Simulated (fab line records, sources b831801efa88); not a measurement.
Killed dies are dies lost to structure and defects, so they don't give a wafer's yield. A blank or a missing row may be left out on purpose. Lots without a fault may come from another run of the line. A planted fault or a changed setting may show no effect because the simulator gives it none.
A struck lot beside a sound one | flow sky130 | 16 steps out of a route of 708
Sound: wafers L517.1, L517.3, L517.4. Struck: wafer L523.4. (L523.2, L523.6 of the same lot were not struck and are left out.) The cause comes at the end.
At each step with rows: each side's tool, then ch and its chambers, then its first start. Under that, the readings that differ: sound wafers | struck wafers | difference of the means | sigmas: that difference in standard deviations of wafers without a fault.
alike: readings whose means differ by less than 2 such deviations, and words and numbers that are the same on both sides. not compared: withheld readings, readings that some wafer has no value for, bounds like >300 that may hide the same value, and numbers for which the record gives no deviation and whose values overlap.
The two part at a step that has a row with sigmas, a row that says differs or no value, or rows on one side only. Numbers that don't overlap but have no deviation are shown without sigmas and don't part them. A reading that every wafer of one side lacks parts them only if that side has two wafers or more.

SKY_SD_N_OVL_MEAS_08:
  sound on overlay-01, day 31 15:59; struck on overlay-01, day 34 06:50
  alike: SD_N_OVL
then, 2 steps without rows for these wafers: SKY_SD_N_IMPLANT_09; SKY_SD_N_IMPLANT_10.
SKY_SD_N_STRIP_11: strips in O2/N2.
  sound on plasma_asher-03 ch 0,1, day 31 16:20; struck on plasma_asher-02 ch 1, day 34 07:10
  alike: drypump_motor_current_A, oes_product_au, strip_time_to_endpoint_s
  not compared: rf_hours_counter_h
SKY_SD_N_TW_MEAS_12:
  sound on film_metro-04, day 31 16:26; struck on film_metro-02, day 34 07:17
  alike: SD_N_TW
then, 1 step without rows for these wafers: SKY_SD_N_CLEAN_13 (cleans in SC1/SC2, time 150 s).
SKY_SD_N_RTA_14: time 2 s.
  sound on rtp_anneal-01 ch 0, day 31 16:33; struck on rtp_anneal-01 ch 0, day 34 07:24
  alike: lamp_power_pct, wafer_temp_C_max
SKY_SD_N_RS_MEAS_16: measures by four-point-probe.
  sound on film_metro-03, day 31 16:43; struck on film_metro-02, day 34 07:38
  alike: SD_N_RS
SKY_SD_N_RS_MEAS_17: measures by four-point-probe.
  sound on film_metro-03, day 31 16:50; struck on film_metro-02, day 34 07:45
  alike: SD_P_RS
SKY_SD_N_RS_MEAS_18: measures by four-point-probe.
  sound on film_metro-03, day 31 16:58; struck on film_metro-02, day 34 07:52
  alike: RES_XHIGH_RS
then, 1 step without rows for these wafers: SKY_SALICIDE_CLEAN_00 (cleans in HF-last, time 30 s).
SKY_LI_CONTACT_HDPCVD_00: deposits PSG, target thk 930 nm, time 155 s.
  sound on hdpcvd-02 ch 0,1,2, day 31 17:06; struck on hdpcvd-01 ch 0, day 34 07:59
  reading                                       | sound             | struck | difference | sigmas
  run_length_s (s)                              | 183.5 183.7 182.7 | 197.4  | +14.1      | +24
  model.PSG_of_LI_CONTACT_HDPCVD_00.thk_nm (nm) | 931.7 925.8 924.8 | 1021   | +94        |
SKY_LI_CONTACT_THK_MEAS_01:
  sound on film_metro-03, day 31 17:12; struck on film_metro-04, day 34 08:06
  reading                    | sound       | struck | difference | sigmas
  LI_CONTACT_HDPCVD_THK (nm) | 932 926 925 | 1020   | +92        | +11
SKY_LI_CONTACT_CMP_02: polishes PSG.
  sound on cmp-02 ch 0,1,2, day 31 17:16; struck on cmp-02 ch 3, day 34 08:09
  reading                | sound          | struck | difference | sigmas
  time_to_endpoint_s (s) | 28.5 31.8 28.6 | 39.9   | +10.3      | +4
  alike: motor_current_A
SKY_LI_CONTACT_BOW_MEAS_03:
  sound on film_metro-03, day 31 17:34; struck on film_metro-02, day 34 08:28
  alike: LI_CONTACT_BOW
-- the record jumps here: 16 days lie between the struck wafers' starts before and after (it left off in module LI_CONTACT and takes up again in module PAD_OPEN, whose first step shown is number 708 of the route) --
SKY_PAD_OPEN_PROBE_99:
  the record has rows for the struck wafers here (prober-01, day 50 07:25) and none for the sound ones

WHERE THEY PART
First at SKY_LI_CONTACT_HDPCVD_00; last, within this record, at SKY_PAD_OPEN_PROBE_99.

WHY: what the simulator had put in
Process parameter drift: hdpcvd-01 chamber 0, from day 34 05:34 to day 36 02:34, at SKY_LI_CONTACT_HDPCVD_00. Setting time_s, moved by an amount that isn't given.
